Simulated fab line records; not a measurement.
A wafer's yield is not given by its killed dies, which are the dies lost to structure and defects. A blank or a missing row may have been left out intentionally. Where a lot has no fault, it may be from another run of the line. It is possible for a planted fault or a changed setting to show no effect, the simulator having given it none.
The tool behind it: which one? + flow gf180mcu + Sampling: 12 lots, 35 wafers, 5 of 602 route steps

## WHAT THE GAUGES READ, wafer by wafer
GF_TOP_METAL_THK_MEAS_06: measures by xrf.
| lot  | measured     | on            | TOP_METAL_ALCU_THK (nm) |
|------|--------------|---------------|-------------------------|
| L884 | day 27 14:46 | film-metro-03 | 916 921 919             |
| L888 | day 28 19:47 | film-metro-03 | 922 913 913             |
| L887 | day 29 00:04 | film-metro-02 | 921 931 926             |
| L890 | day 29 13:41 | film-metro-02 | 910 927 916             |
| L891 | day 29 23:29 | film-metro-03 | 902 923 914             |
| L892 | day 30 05:45 | film-metro-02 | 912 916                 |
| L896 | day 31 04:26 | film-metro-04 | 906 898 900             |
| L897 | day 31 08:52 | film-metro-04 | 894 892 896             |
| L900 | day 32 04:32 | film-metro-02 | 932 908 924             |
| L901 | day 32 11:58 | film-metro-03 | 914 907 915             |
| L903 | day 32 19:46 | film-metro-03 | 913 919 914             |
| L904 | day 33 04:33 | film-metro-04 | 899 921 910             |

GF_PASSIVATION_THK_MEAS_03.
| lot  | measured     | on            | PASSIVATION_CVD_02_THK (nm) |
|------|--------------|---------------|-----------------------------|
| L884 | day 28 11:34 | film-metro-02 | 686 692 716                 |
| L888 | day 29 15:20 | film-metro-02 | 706 679 690                 |
| L887 | day 29 20:12 | film-metro-01 | 707 712 706                 |
| L890 | day 30 09:25 | film-metro-01 | 698 707 690                 |
| L891 | day 30 18:25 | film-metro-02 | 687 699 698                 |
| L892 | day 31 01:20 | film-metro-04 | 700 777                     |
| L896 | day 31 22:55 | film-metro-04 | 706 705 704                 |
| L897 | day 32 03:45 | film-metro-02 | 696 705 707                 |
| L900 | day 32 22:23 | film-metro-04 | 701 707 711                 |
| L901 | day 33 04:50 | film-metro-02 | 703 709 716                 |
| L903 | day 33 12:22 | film-metro-01 | 695 700 701                 |
| L904 | day 33 21:14 | film-metro-01 | 692 710 722                 |

## WHICH TOOL RAN EACH LOT (tool, then ch and the chambers of the sampled wafers, then the start)
| lot  | GF_TOP_METAL_SPUTTER_01      | GF_TOP_METAL_SPUTTER_03      | GF_PASSIVATION_CVD_02           |
|------|------------------------------|------------------------------|---------------------------------|
| L884 | pvd-sputter-03, day 27 14:31 | pvd-sputter-03, day 27 14:36 | pecvd-01 ch 0,1,2, day 28 11:17 |
| L888 | pvd-sputter-03, day 28 19:33 | pvd-sputter-03, day 28 19:38 | pecvd-03 ch 0,1,2, day 29 15:03 |
| L887 | pvd-sputter-03, day 28 23:49 | pvd-sputter-03, day 28 23:54 | pecvd-02 ch 0,1,2, day 29 19:55 |
| L890 | pvd-sputter-03, day 29 13:26 | pvd-sputter-03, day 29 13:31 | pecvd-01 ch 0,1,2, day 30 09:08 |
| L891 | pvd-sputter-02, day 29 23:14 | pvd-sputter-02, day 29 23:19 | pecvd-03 ch 0,2, day 30 18:07   |
| L892 | pvd-sputter-02, day 30 05:29 | pvd-sputter-02, day 30 05:34 | pecvd-03 ch 0,2, day 31 01:02   |
| L896 | pvd-sputter-02, day 31 04:11 | pvd-sputter-02, day 31 04:16 | pecvd-01 ch 0,1, day 31 22:29   |
| L897 | pvd-sputter-02, day 31 08:37 | pvd-sputter-02, day 31 08:41 | pecvd-01 ch 0,1, day 32 03:28   |
| L900 | pvd-sputter-01, day 32 04:18 | pvd-sputter-01, day 32 04:22 | pecvd-01 ch 0,1,2, day 32 22:04 |
| L901 | pvd-sputter-02, day 32 11:43 | pvd-sputter-02, day 32 11:47 | pecvd-01 ch 0,1,2, day 33 04:34 |
| L903 | pvd-sputter-02, day 32 19:31 | pvd-sputter-02, day 32 19:35 | pecvd-01 ch 0,2, day 33 12:04   |
| L904 | pvd-sputter-03, day 33 04:18 | pvd-sputter-03, day 33 04:22 | pecvd-01 ch 0,1,2, day 33 20:56 |
- GF_TOP_METAL_SPUTTER_01: material TiN, target thk 30 nm, time 25 s.
- GF_TOP_METAL_SPUTTER_03: material Ti, target thk 5 nm, time 3.3 s.
- GF_PASSIVATION_CVD_02: deposits Si3N4, target thk 700 nm, time 486.18 s.

## AS READ BY THE TOOLS THEMSELVES (means over the sampled wafers that have a number; for cases with no such wafer, the mark the record gives instead)
GF_TOP_METAL_SPUTTER_01.
| lot  | tool           | cathode-dc-power-W (W) | throttle-valve-pct (%) |
|------|----------------|------------------------|------------------------|
| L884 | pvd-sputter-03 | 6500.1                 | 30.2                   |
| L888 | pvd-sputter-03 | 6500.2                 | 30.5                   |
| L887 | pvd-sputter-03 | 6500.2                 | 30.7                   |
| L890 | pvd-sputter-03 | 6501.5                 | 30.6                   |
| L891 | pvd-sputter-02 | 6501.3                 | 30.1                   |
| L892 | pvd-sputter-02 | 6500.5                 | 29.1                   |
| L896 | pvd-sputter-02 | 6500.7                 | 30.5                   |
| L897 | pvd-sputter-02 | 6499.6                 | 29.8                   |
| L900 | pvd-sputter-01 | 6498.9                 | 30.5                   |
| L901 | pvd-sputter-02 | 6499.7                 | 29.9                   |
| L903 | pvd-sputter-02 | 6500.2                 | 29.8                   |
| L904 | pvd-sputter-03 | 6500.6                 | 30.5                   |

GF_TOP_METAL_SPUTTER_03.
| lot  | tool           | cathode-dc-power-W (W) | substrate-temp-c (C) | throttle-valve-pct (%) |
|------|----------------|------------------------|----------------------|------------------------|
| L884 | pvd-sputter-03 | 3000.0                 | 300.01               | 30.2                   |
| L888 | pvd-sputter-03 | 3000.7                 | 300.11               | 30.4                   |
| L887 | pvd-sputter-03 | 2999.5                 | 300.19               | 30.6                   |
| L890 | pvd-sputter-03 | 3000.0                 | 300.04               | 30.6                   |
| L891 | pvd-sputter-02 | 3000.5                 | 299.73               | 30.2                   |
| L892 | pvd-sputter-02 | 2999.4                 | 299.99               | 29.2                   |
| L896 | pvd-sputter-02 | 3000.0                 | 300.21               | 30.5                   |
| L897 | pvd-sputter-02 | 2999.6                 | 300.12               | 29.9                   |
| L900 | pvd-sputter-01 | 3000.4                 | 300.16               | 30.5                   |
| L901 | pvd-sputter-02 | 2999.7                 | 300.01               | 30.0                   |
| L903 | pvd-sputter-02 | 2999.6                 | 300.00               | 29.9                   |
| L904 | pvd-sputter-03 | 2999.5                 | 300.09               | 30.4                   |

GF_PASSIVATION_CVD_02.
| lot  | tool     | heater-power-w (W) |
|------|----------|--------------------|
| L884 | pecvd-01 | 684                |
| L888 | pecvd-03 | 820                |
| L887 | pecvd-02 | 707                |
| L890 | pecvd-01 | 672                |
| L891 | pecvd-03 | 845                |
| L892 | pecvd-03 | 788                |
| L896 | pecvd-01 | 671                |
| L897 | pecvd-01 | 705                |
| L900 | pecvd-01 | 669                |
| L901 | pecvd-01 | 665                |
| L903 | pecvd-01 | 648                |
| L904 | pecvd-01 | 697                |

## THE ANSWER, worked out from the rows above alone
Rule: the usual values come from the lots themselves. The widest of any qualifying gaps counts: lots, ordered by their means at a reading, are off when they make up no more than a third of the lots, leave a main group of 4 or more, and stand apart from it by 3 or more times the standard deviation of that group's means. A main group is skipped when, at the precision printed for the reading in the tables above, its means are all equal. A lot without any number at a reading at which 4 lots or more have one is off too. All remaining lots with rows at the step are treated as sound. Order of review: gauges by route order, followed by the tools' own readings, for which a lot's mean as printed above is used. At the first step where some lot is off, the reading lying furthest off is the one used; lots without a number count as furthest.
Off: L892, seen at GF_PASSIVATION_THK_MEAS_03 (PASSIVATION_CVD_02_THK). Main group: mean 702 nm, sd 5.7.
A tool fits if, at a process step before that reading, it ran every lot that is off, and no sound lot after the first of them. Not tried: the gauges at GF_PASSIVATION_THK_MEAS_03; whatever is off there is also off at GF_PASSIVATION_CVD_02, on other tools, and gauge error can't account for it. One fits: pecvd-03 at GF_PASSIVATION_CVD_02. A fault onset in the window from L891 (day 30 18:07, its last sound lot) to L892 (day 31 01:02, its first lot off) fits.

## WHAT THE SIMULATOR PUT IN
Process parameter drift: pecvd-03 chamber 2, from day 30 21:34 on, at GF_PASSIVATION_CVD_02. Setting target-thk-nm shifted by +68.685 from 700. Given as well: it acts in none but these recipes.
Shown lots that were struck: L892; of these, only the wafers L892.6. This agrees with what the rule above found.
